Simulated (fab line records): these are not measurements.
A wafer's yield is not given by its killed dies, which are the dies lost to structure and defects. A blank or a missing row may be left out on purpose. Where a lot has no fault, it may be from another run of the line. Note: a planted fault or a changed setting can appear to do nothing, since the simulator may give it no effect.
Problem report in the 8D (eight disciplines) form, filled by code :: flow sky130 :: the parts of the form that need people (team, actions taken, sign-off) are left out

== 1. PROBLEM STATEMENT ==
Across 9 wafers from 3 lots, GATE_OXIDE_TW at SKY_GATE_OXIDE_TW_MEAS_14 averages 244, while fault-free wafers read 223 with a standard deviation of 3.3. Relative to the usual mean, that is a shift of +6.4 standard deviations.
First seen on wafer L559.3, day 20 00:18, on film metro-03. The record holds 36 wafers of 12 lots with a number at this step. By rule, "out" or "out of limits" means more than 4 standard deviations away from the usual mean. Any other wafer with a number is counted as sound.

== 2. WHAT THIS IS AND IS NOT ==
question: which readings at this step
is: GATE_OXIDE_TW
is not: -

question: which lots
is: L559, L561, L562
is not: L546, L549, L550, L553, L555, L556, L564, L565, L566

question: which wafers of those lots
is: all that have a number
is not: -

question: read on which gauges
is: film metro-01, film metro-03
is not: film metro-02

question: when
is: from day 20 00:18
is not: up to then (18 sound wafers); but 9 sound wafers of L564, L565, L566 came after

== 3. WHAT RULES OUT EACH SUSPECT ==
Counting: a tool at a process step up to the reading stays a suspect if it ran every lot that is out and no sound lot after the first of them.
- the gauge at SKY_GATE_OXIDE_TW_MEAS_14: ruled out. 2 gauges (film metro-01, film metro-03) read the wafers that are out.
- implanter-03 at SKY_GATE_OXIDE_IMPLANT_11: kept. All lots that are out passed through it, beginning with L559 at day 19 23:52, and no sound lot followed; its final sound lot before that point was L556 at day 18 16:01. Out on those wafers are its own readings of dose ions cm2, faraday current uA.
Left after counting: implanter-03 at SKY_GATE_OXIDE_IMPLANT_11.

== 4. THE CAUSE (what the simulator had put in) ==
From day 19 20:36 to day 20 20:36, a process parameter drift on implanter-03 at SKY_GATE_OXIDE_IMPLANT_11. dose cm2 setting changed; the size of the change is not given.
This tool alone remained once counting was done.

== 5. THE EFFECT CHAIN, in route order ==
One row per reading whose mean, taken over the struck wafers that have a number, lies over 3 standard deviations from the usual. Only readings for which the record gives a usual standard deviation are gone through. hours: the time from each lot's start at the first step in this table that gives one to its start at this step, as a median over the lots. sigmas: the change in usual standard deviations.
hours: 0
step: SKY_GATE_OXIDE_IMPLANT_11
reading: dose ions cm2
usual: 2.6e+12
on struck wafers: 3.7e+12
change: +1.1e+12
sigmas: +99 or more

hours: 0
step: SKY_GATE_OXIDE_IMPLANT_11
reading: faraday current uA
usual: 14.64
on struck wafers: 20.95
change: +6.31
sigmas: +22

hours: 0
step: SKY_GATE_OXIDE_TW_MEAS_14
reading: GATE_OXIDE_TW
usual: 223
on struck wafers: 244
change: +21
sigmas: +6.4
The process steps in it:
- SKY_GATE_OXIDE_IMPLANT_11
Later measuring or inspecting steps at which every struck wafer that the step has a row for has a number for every such reading, and none has moved that far: SKY_POLY_GATE_THK_MEAS_04.

== 6. HOW IT WOULD HAVE BEEN CAUGHT EARLIER ==
In this record the first reading out of limits at a measuring or inspecting step was taken at day 20 00:18, 4 hours after the fault began at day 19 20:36.
The tool's own readings at SKY_GATE_OXIDE_IMPLANT_11 were out on every struck wafer that the step has a row for (dose ions cm2, faraday current uA): an alarm limit on them would have fired on the first of those.
Of the lots that are out (3), L561, L562 began SKY_GATE_OXIDE_IMPLANT_11 on implanter-03 after day 20 00:18. A hold on the tool at that time would have spared those 2.
